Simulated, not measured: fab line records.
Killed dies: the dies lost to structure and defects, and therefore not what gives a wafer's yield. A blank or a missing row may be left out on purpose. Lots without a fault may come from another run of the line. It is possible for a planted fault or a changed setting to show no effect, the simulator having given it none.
Split-lot experiment	flow gf180mcu	23 wafers read from 5 lots, route of 602 steps

## THE SPLIT ITSELF
At GF_TOP_METAL_DEVELOP_13 (develop time 60 s), the setting dev-temp-c was moved away from the recipe's 23 C on 8 of the 23 wafers read, by -14.7% to +13.4%. The other wafers ran this setting at the recipe's value.

There is no step in the file separating the split from the reading.

## THE READING
Shown in nm: cd-nm at GF_TOP_METAL_CD_MEAS_14, with target cd 440 nm. On this fab line, fault-free wafers typically give 440.2 nm with a standard deviation of 2.2 nm.

wafer	tool, chamber at the split	dev-temp-c as run, C	against the recipe	cd-nm, nm	against lot-mates on the recipe
L075.1	litho-track-02, 0	23	recipe	440.4	-
L075.2	litho-track-02, 0	23	recipe	438.8	-
L075.4	litho-track-02, 0	23	recipe	439.7	-
L075.5	litho-track-02, 0	23	recipe	440.6	-
L075.6	litho-track-02, 0	23	recipe	440.5	-
L078.2	litho-track-02, 0	23	recipe	445.3	-
L078.4	litho-track-02, 0	23	recipe	443.9	-
L078.6	litho-track-02, 0	23	recipe	445.7	-
L077.1	litho-track-01, 0	22.02	-4.3%	437.8	-1.6
L077.2	litho-track-01, 0	23	recipe	439.7	-
L077.3	litho-track-01, 0	22.02	-4.3%	437.6	-1.8
L077.4	litho-track-01, 0	23	recipe	439.2	-
L077.6	litho-track-01, 0	22.02	-4.3%	436.5	-2.9
L081.2	litho-track-02, 0	26.09	+13.4%	448.4	+8.0
L081.3	litho-track-02, 0	23	recipe	440.7	-
L081.4	litho-track-02, 0	26.09	+13.4%	447.1	+6.8
L081.5	litho-track-02, 0	26.09	+13.4%	446.6	+6.2
L081.6	litho-track-02, 0	23	recipe	440.0	-
L082.1	litho-track-03, 0	23	recipe	441.4	-
L082.2	litho-track-03, 0	19.63	-14.7%	434.4	-7.7
L082.3	litho-track-03, 0	23	recipe	441.5	-
L082.5	litho-track-03, 0	19.63	-14.7%	434.2	-7.9
L082.6	litho-track-03, 0	23	recipe	443.3	-

THE FIT
A straight line over all 23 wafers: cd-nm changes by +0.488 nm for each +1% of dev-temp-c; r = +0.87; the points scatter about the line by 1.9 nm.
The same after taking each lot's own level away (the mean of its wafers on the recipe; 23 wafers): +0.525 nm for each +1%; r = +0.98; scatter 0.67 nm.
The reading moves by 7.7 nm for the largest change in dev-temp-c, on that fit.
Across the lots, their own levels run from 439.45 to 444.97 nm, a range of 2.5 times the standard deviation given above.
Consequently the slope shifts little with the lot-to-lot level, the two slopes agreeing.
Check: with one of the wafers moved furthest among these (-14.7%) left out of the fit, the line predicts -7.69 nm for it against its lot-mates. It came out at -7.67 nm against them.

## THESE WAFERS: OTHER SPLITS
These wafers also went through other splits before the reading. Each is held against what the fit with the lots' levels taken away leaves over:
other split on the same wafers	wafers away from the commonest value	r with cd-nm (lot level and that fit taken away)
GF_MIM_SOFTBAKE_15 time-s	11	-0.03
GF_M5_METAL_ETCH_10 icp-w	7	+0.01
GF_V5_CVD_00 sih4-flow-sccm	11	-0.15
GF_V5_EXPOSE_11 dose-mj	7	-0.17
GF_V5_CVD_23 pressure-torr	18	+0.01
GF_TOP_METAL_SPUTTER_04 time-s	9	-0.14

## THE FILE'S OWN FIT
cd-nm changes by +0.527 nm for each +1% of dev-temp-c, r = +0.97.
